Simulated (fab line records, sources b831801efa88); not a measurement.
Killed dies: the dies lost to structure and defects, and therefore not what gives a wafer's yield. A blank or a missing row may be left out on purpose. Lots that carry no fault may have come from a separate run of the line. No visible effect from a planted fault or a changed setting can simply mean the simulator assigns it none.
One fault through the eyes of 2 desks | flow gf180mcu | each desk has only its own numbers; what lay behind them comes last

## AT THE TOOL OWNER'S DESK: rie metal-02
The tool's own readings at GF_M5_METAL_ETCH_10 (etches the open film in Cl2/BCl3, stops on SiO2, target depth 750.8 nm, time 125.1 s): means of the sampled wafers that have a number, for each lot that ran on this tool. If a lot's mean is further than 4 standard deviations from the usual mean, the lot is out of limits and carries the mark OUT (the distance appears in the brackets).
Columns: A = drypump motor current A at GF_M5_METAL_ETCH_10, usual 6.0 A; B = oes product au at GF_M5_METAL_ETCH_10, usual 0.989 a.u.; C = throttle valve pct at GF_M5_METAL_ETCH_10, usual 28.231 %
lot  | first seen here | A   | B                | C
L290 | day 26 03:05    | 6.6 | 1.001            | 28.226
L291 | day 26 07:44    | 6.1 | 0.981            | 28.246
L293 | day 27 08:47    | 6.4 | 0.987            | 28.235
L298 | day 29 05:17    | 6.6 | 0.995            | 28.217
L305 | day 31 00:32    | 6.2 | 0.952 (-5.0) OUT | 28.281 (+4.5) OUT
L306 | day 31 03:56    | 5.9 | 0.951 (-5.1) OUT | 28.270
L308 | day 31 15:43    | 6.3 | 0.959 (-4.1) OUT | 28.262
This desk's verdict: out of limits on L305, L306, L308, starting with L305 at day 31 00:32 (oes product au at GF_M5_METAL_ETCH_10). L290, L291, L293, L298: within limits.

## METROLOGY DESK
What the gauges read for every lot (on any tool): the sampled wafers with a number, averaged. If a lot's mean is further than 4 standard deviations from the usual mean, the lot is out of limits and carries the mark OUT (the distance appears in the brackets).
Columns: A = V4_W_THK at GF_V4_THK_MEAS_25, usual 346 nm; B = MIM_ALCU_RS at GF_MIM_RS_MEAS_10, usual 0.1589 ohm/sq
lot  | first seen here | A   | B
L290 | day 24 06:50    | 343 | 0.1590
L291 | day 24 11:14    | 347 | 0.1589
L293 | day 25 14:44    | 346 | 0.1580
L294 | day 25 19:58    | 346 | 0.1575
L295 | day 26 03:43    | 351 | 0.1584
L296 | day 26 13:32    | 344 | 0.1615
L298 | day 27 13:02    | 350 | 0.1589
L305 | day 29 10:58    | 348 | 0.1572
L306 | day 29 14:19    | 346 | 0.1595
L308 | day 30 03:08    | 340 | 0.1596
L309 | day 30 08:31    | 344 | 0.1596
L311 | day 30 23:10    | 347 | 0.1566
This desk's finding: nothing out of limits on any of the 12 lots.

## ALL TOGETHER
The tool owner's desk could have raised an alarm at day 31 00:32, on L305, L306, L308.
At the metrology desk, nothing out of limits was observed.
The metrology desk has L305, L306, L308 on record, within its limits.
The lots listed all ran GF_M5_METAL_ETCH_10 on rie metal-02.

## WHAT THE SIMULATOR HAD INSERTED
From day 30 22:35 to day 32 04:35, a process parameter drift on rie metal-02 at GF_M5_METAL_ETCH_10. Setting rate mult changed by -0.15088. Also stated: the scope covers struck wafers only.
Struck lots among those shown: L305, L306, L308.
Time in hours from fault onset to the first out-of-limits reading at each desk: the tool owner's desk, 2.
